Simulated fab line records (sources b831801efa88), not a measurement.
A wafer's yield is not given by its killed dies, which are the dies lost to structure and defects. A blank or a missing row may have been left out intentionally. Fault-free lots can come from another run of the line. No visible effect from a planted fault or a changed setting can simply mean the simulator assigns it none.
The tool behind it: which one? :: flow sky130 :: 42 wafers from 14 lots sampled at 2 of the route's 708 steps

WHAT THE GAUGES READ, wafer by wafer
SKY_METAL4_CD_MEAS_13: the cd target is 300 nm.
lot: L692
measured: day 42 22:13
on: cd-sem-01
cd-nm (nm): 300.3 299.6 298.3

lot: L693
measured: day 42 22:32
on: cd-sem-02
cd-nm (nm): 299.3 299.1 299.1

lot: L691
measured: day 42 23:37
on: cd-sem-02
cd-nm (nm): 299.8 298.8 299.4

lot: L694
measured: day 43 01:49
on: cd-sem-02
cd-nm (nm): 299.2 300.7 300.0

lot: L695
measured: day 43 02:44
on: cd-sem-02
cd-nm (nm): 304.4 304.0 303.2

lot: L700
measured: day 44 12:28
on: cd-sem-02
cd-nm (nm): 303.4 302.4 301.5

lot: L702
measured: day 45 03:18
on: cd-sem-01
cd-nm (nm): 301.5 301.8 299.8

lot: L704
measured: day 45 07:27
on: cd-sem-01
cd-nm (nm): 301.3 300.4 301.2

lot: L705
measured: day 45 13:05
on: cd-sem-02
cd-nm (nm): 298.9 296.5 297.4

lot: L706
measured: day 46 04:57
on: cd-sem-02
cd-nm (nm): 298.9 299.3 299.7

lot: L707
measured: day 46 08:48
on: cd-sem-02
cd-nm (nm): 301.2 302.4 302.3

lot: L711
measured: day 47 05:57
on: cd-sem-02
cd-nm (nm): 301.3 300.5 301.0

lot: L712
measured: day 47 08:50
on: cd-sem-02
cd-nm (nm): 301.1 300.6 300.3

lot: L713
measured: day 47 19:08
on: cd-sem-02
cd-nm (nm): 302.2 301.8 301.9

WHICH TOOL RAN EACH LOT (tool, then ch and the chambers of the sampled wafers, then the start)
lot: L692
SKY_CAP2M_CVD_00: pecvd-03 ch 0,1, day 40 23:34

lot: L693
SKY_CAP2M_CVD_00: pecvd-04 ch 0,2, day 41 00:07

lot: L691
SKY_CAP2M_CVD_00: pecvd-01 ch 0,1,2, day 41 00:28

lot: L694
SKY_CAP2M_CVD_00: pecvd-03 ch 0,1, day 41 02:25

lot: L695
SKY_CAP2M_CVD_00: pecvd-04 ch 0,2, day 41 02:46

lot: L700
SKY_CAP2M_CVD_00: pecvd-01 ch 0,1, day 42 14:26

lot: L702
SKY_CAP2M_CVD_00: pecvd-04 ch 0,1, day 43 05:23

lot: L704
SKY_CAP2M_CVD_00: pecvd-03 ch 1,2, day 43 10:41

lot: L705
SKY_CAP2M_CVD_00: pecvd-03 ch 0,1,2, day 43 18:04

lot: L706
SKY_CAP2M_CVD_00: pecvd-01 ch 1,2, day 44 08:46

lot: L707
SKY_CAP2M_CVD_00: pecvd-01 ch 0,1,2, day 44 13:16

lot: L711
SKY_CAP2M_CVD_00: pecvd-01 ch 0,2, day 45 11:52

lot: L712
SKY_CAP2M_CVD_00: pecvd-03 ch 0,1,2, day 45 13:55

lot: L713
SKY_CAP2M_CVD_00: pecvd-01 ch 0,1, day 46 00:22
- SKY_CAP2M_CVD_00: deposits SiO2, target thk 15.5 nm.

AS READ BY THE TOOLS THEMSELVES (means over the sampled wafers that have a number; for cases with no such wafer, the mark the record gives instead)
SKY_CAP2M_CVD_00.
lot: L692
tool: pecvd-03
heater-power-w (W): 778
susceptor-temp-C (C): 400.30

lot: L693
tool: pecvd-04
heater-power-w (W): 682
susceptor-temp-C (C): 400.06

lot: L691
tool: pecvd-01
heater-power-w (W): 724
susceptor-temp-C (C): 399.95

lot: L694
tool: pecvd-03
heater-power-w (W): 808
susceptor-temp-C (C): 399.82

lot: L695
tool: pecvd-04
heater-power-w (W): 673
susceptor-temp-C (C): 399.89

lot: L700
tool: pecvd-01
heater-power-w (W): 667
susceptor-temp-C (C): 400.08

lot: L702
tool: pecvd-04
heater-power-w (W): 708
susceptor-temp-C (C): 399.96

lot: L704
tool: pecvd-03
heater-power-w (W): 867
susceptor-temp-C (C): 400.21

lot: L705
tool: pecvd-03
heater-power-w (W): 764
susceptor-temp-C (C): 400.03

lot: L706
tool: pecvd-01
heater-power-w (W): 688
susceptor-temp-C (C): 400.06

lot: L707
tool: pecvd-01
heater-power-w (W): 703
susceptor-temp-C (C): 399.72

lot: L711
tool: pecvd-01
heater-power-w (W): 637
susceptor-temp-C (C): 400.23

lot: L712
tool: pecvd-03
heater-power-w (W): 799
susceptor-temp-C (C): 399.87

lot: L713
tool: pecvd-01
heater-power-w (W): 772
susceptor-temp-C (C): 400.04

THE ANSWER, worked out from the rows above alone
Rule: usual is defined by the lots themselves. The widest of any qualifying gaps counts: lots, ordered by their means at a reading, are off when they make up no more than a third of the lots, leave a main group of 4 or more, and stand apart from it by 3 or more times the standard deviation of that group's means. A main group is skipped when, at the precision printed for the reading in the tables above, its means are all equal. Also off: a lot with no number at a reading for which 4 or more lots have one. All remaining lots with rows at the step are treated as sound. First the gauges in route order, then the tools' own readings, where a lot's mean is used as printed above. At the first step where some lot is off, the reading lying furthest off is the one used; lots without a number count as furthest.
None of the lots is off at any reading shown; this tells nothing.

WHAT THE SIMULATOR HAD INSERTED
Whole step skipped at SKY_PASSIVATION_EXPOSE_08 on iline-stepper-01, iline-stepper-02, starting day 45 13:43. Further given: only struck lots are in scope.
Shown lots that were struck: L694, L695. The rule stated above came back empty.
